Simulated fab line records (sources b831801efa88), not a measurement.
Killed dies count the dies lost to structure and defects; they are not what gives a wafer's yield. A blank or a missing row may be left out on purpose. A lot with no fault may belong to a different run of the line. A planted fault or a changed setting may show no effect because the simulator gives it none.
Which tool did it?    flow gf180mcu    33 wafers from 11 lots sampled at 5 of the route's 602 steps

WHAT THE GAUGES READ, wafer by wafer
GF_PSD_TW_MEAS_11. Usual: PSD_TW 3200, standard deviation 13.
lot   measured      on             PSD_TW          flag
L523  day 14 12:43  film_metro-02  3189 3183 3205  
L524  day 14 22:41  film_metro-02  3193 3217 3190  
L525  day 15 10:41  film_metro-03  3182 3165 3187  
L526  day 15 17:28  film_metro-02  3195 3214 3202  
L529  day 16 22:07  film_metro-01  3176 3189 3183  
L536  day 19 11:25  film_metro-02  3010 3026 3017  OFF
L538  day 19 22:49  film_metro-02  3022 3008 3007  OFF
L541  day 21 00:05  film_metro-03  3206 3216 3215  
L542  day 21 11:13  film_metro-01  3211 3224 3211  
L544  day 21 20:25  film_metro-02  3212 3213 3198  
L545  day 22 05:41  film_metro-02  3203 3218 3214  

GF_PSD_RS_MEAS_15: the measuring method here is four-point-probe. Usual: PSD_RS 108.53 ohm/sq, standard deviation 0.29.
lot   measured      on             PSD_RS (ohm/sq)       flag
L523  day 14 13:02  film_metro-02  108.93 108.88 108.59  
L524  day 14 23:01  film_metro-02  108.46 108.95 108.36  
L525  day 15 10:59  film_metro-01  109.07 108.76 109.07  
L526  day 15 17:47  film_metro-03  108.37 107.57 108.33  
L529  day 16 22:31  film_metro-01  108.74 109.15 108.95  
L536  day 19 11:43  film_metro-03  122.52 122.39 122.60  OFF
L538  day 19 23:08  film_metro-03  123.05 123.10 122.88  OFF
L541  day 21 00:23  film_metro-01  108.25 108.65 108.28  
L542  day 21 11:32  film_metro-02  108.39 108.32 108.67  
L544  day 21 20:44  film_metro-03  108.59 108.67 108.85  
L545  day 22 06:01  film_metro-02  108.54 108.57 108.93  

WHICH TOOL RAN EACH LOT (tool, then ch and the chambers of the sampled wafers, then the start)
lot   GF_STI_STRIP_15                      GF_PSD_IMPLANT_09                GF_PSD_STRIP_10
L523  plasma_asher-04 ch 0,1, day 2 06:33  implanter-03 ch 0, day 14 12:28  plasma_asher-04 ch 0,1, day 14 12:37
L524  plasma_asher-01 ch 0, day 2 11:20    implanter-02 ch 0, day 14 22:27  plasma_asher-02 ch 1, day 14 22:35
L525  plasma_asher-03 ch 0,1, day 2 17:41  implanter-03 ch 0, day 15 10:26  plasma_asher-01 ch 0,1, day 15 10:35
L526  plasma_asher-03 ch 0,1, day 2 23:48  implanter-03 ch 0, day 15 17:13  plasma_asher-02 ch 0,1, day 15 17:22
L529  plasma_asher-03 ch 0,1, day 3 16:12  implanter-03 ch 0, day 16 21:52  plasma_asher-01 ch 1, day 16 22:01
L536  plasma_asher-04 ch 0,1, day 5 03:26  implanter-03 ch 0, day 19 11:10  plasma_asher-02 ch 0,1, day 19 11:19
L538  plasma_asher-03 ch 1, day 5 11:48    implanter-03 ch 0, day 19 22:35  plasma_asher-04 ch 0,1, day 19 22:43
L541  plasma_asher-01 ch 0,1, day 6 03:59  implanter-01 ch 0, day 20 23:50  plasma_asher-01 ch 0,1, day 20 23:59
L542  plasma_asher-04 ch 0,1, day 6 09:47  implanter-01 ch 0, day 21 10:58  plasma_asher-02 ch 0,1, day 21 11:07
L544  plasma_asher-03 ch 0,1, day 6 18:50  implanter-01 ch 0, day 21 20:10  plasma_asher-04 ch 0,1, day 21 20:19
L545  plasma_asher-01 ch 0,1, day 7 00:37  implanter-01 ch 0, day 22 05:27  plasma_asher-01 ch 0,1, day 22 05:34
- GF_STI_STRIP_15: strips in O2/N2.
- GF_PSD_IMPLANT_09
- GF_PSD_STRIP_10: strips in O2/N2.

AS READ BY THE TOOLS THEMSELVES (means over the sampled wafers that have a number; for cases with no such wafer, the mark the record gives instead)
GF_STI_STRIP_15. Usual: drypump_motor_current_A 5.9 A, standard deviation 0.4; heater_power_w 319 W, standard deviation 21; oes_product_au 0.383 a.u., standard deviation 0.0052; strip_time_to_endpoint_s 3.71 s, standard deviation 0.065.
lot   tool             drypump_motor_current_A (A)  heater_power_w (W)  oes_product_au (a.u.)  strip_time_to_endpoint_s (s)  flag
L523  plasma_asher-04  6.2                          310                 0.382                  3.77                          
L524  plasma_asher-01  5.2                          334                 0.382                  3.68                          
L525  plasma_asher-03  5.9                          309                 0.386                  3.73                          
L526  plasma_asher-03  6.1                          312                 0.378                  3.66                          
L529  plasma_asher-03  5.9                          307                 0.374                  3.61                          
L536  plasma_asher-04  6.0                          324                 0.385                  3.74                          
L538  plasma_asher-03  5.7                          304                 0.388                  3.70                          
L541  plasma_asher-01  5.4                          330                 0.381                  3.65                          
L542  plasma_asher-04  6.1                          299                 0.384                  3.68                          
L544  plasma_asher-03  6.1                          306                 0.384                  3.72                          
L545  plasma_asher-01  5.7                          340                 0.387                  3.76                          

GF_PSD_IMPLANT_09. Usual: beam_on_s 9.99 s, standard deviation 0.21; faraday_current_uA 8261, standard deviation 170.
lot   tool          beam_on_s (s)  faraday_current_uA  flag
L523  implanter-03  10.12          8147                
L524  implanter-02  10.10          8185                
L525  implanter-03  9.97           8283                
L526  implanter-03  9.92           8297                
L529  implanter-03  10.05          8192                
L536  implanter-03  7.70           10688               OFF
L538  implanter-03  7.61           10833               OFF
L541  implanter-01  10.00          8256                
L542  implanter-01  10.05          8240                
L544  implanter-01  9.80           8402                
L545  implanter-01  9.86           8387                

GF_PSD_STRIP_10. Usual: drypump_motor_current_A 5.7 A, standard deviation 0.41; heater_power_w 332 W, standard deviation 29; oes_product_au 0.592 a.u., standard deviation 0.0044; strip_time_to_endpoint_s 16.52 s, standard deviation 0.035.
lot   tool             drypump_motor_current_A (A)  heater_power_w (W)  oes_product_au (a.u.)  strip_time_to_endpoint_s (s)  flag
L523  plasma_asher-04  6.2                          306                 0.594                  16.51                         
L524  plasma_asher-02  5.4                          387                 0.594                  16.59                         
L525  plasma_asher-01  5.5                          334                 0.591                  16.55                         
L526  plasma_asher-02  5.6                          361                 0.594                  16.48                         
L529  plasma_asher-01  6.0                          345                 0.591                  16.52                         
L536  plasma_asher-02  5.6                          359                 0.609                  15.74                         OFF
L538  plasma_asher-04  6.2                          296                 0.610                  15.73                         OFF
L541  plasma_asher-01  5.7                          340                 0.591                  16.49                         
L542  plasma_asher-02  5.7                          337                 0.589                  16.53                         
L544  plasma_asher-04  6.2                          301                 0.593                  16.50                         
L545  plasma_asher-01  5.5                          332                 0.590                  16.54                         

THE ANSWER, worked out from the rows above alone
Rule: a lot counts as off when the mean over its wafers that have a number is more than 3 standard deviations away from the usual mean. Also off: a lot with no number at a reading for which 4 or more lots have one. Where the step has rows for the other lots, those lots are counted as sound. Order of review: gauges by route order, followed by the tools' own readings, for which a lot's mean as printed above is used. The first step at which some lot is off is used, and at that step the reading that is off furthest; a lot without a number counts as furthest.
Off: L536, L538, seen at GF_PSD_TW_MEAS_11 (PSD_TW).
If a tool, at a process step before that reading, ran all the lots that are off and no sound lot after the first of them, it fits. Not tried: the gauges at GF_PSD_TW_MEAS_11; whatever is off there is also off at GF_PSD_RS_MEAS_15, on other tools, and gauge error can't account for it. One candidate fits, namely implanter-03 at GF_PSD_IMPLANT_09. Its last sound lot is L529 (day 16 21:52), its first lot that is off L536 (day 19 11:10): a fault that began between those two fits.
The tool's own readings at GF_PSD_IMPLANT_09 bear it out: on the lots that are off they differ by more than 5 times the standard deviation of the sound lots' means. beam_on_s reads 7.66 s there against 9.99 s on the sound lots; faraday_current_uA reads 10760 there against 8265 on the sound lots.

WHAT THE SIMULATOR PUT IN
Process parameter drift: implanter-03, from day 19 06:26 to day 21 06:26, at GF_PSD_IMPLANT_09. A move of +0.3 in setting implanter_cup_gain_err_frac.
Struck lots among those shown: L536, L538. The rule above found the same.
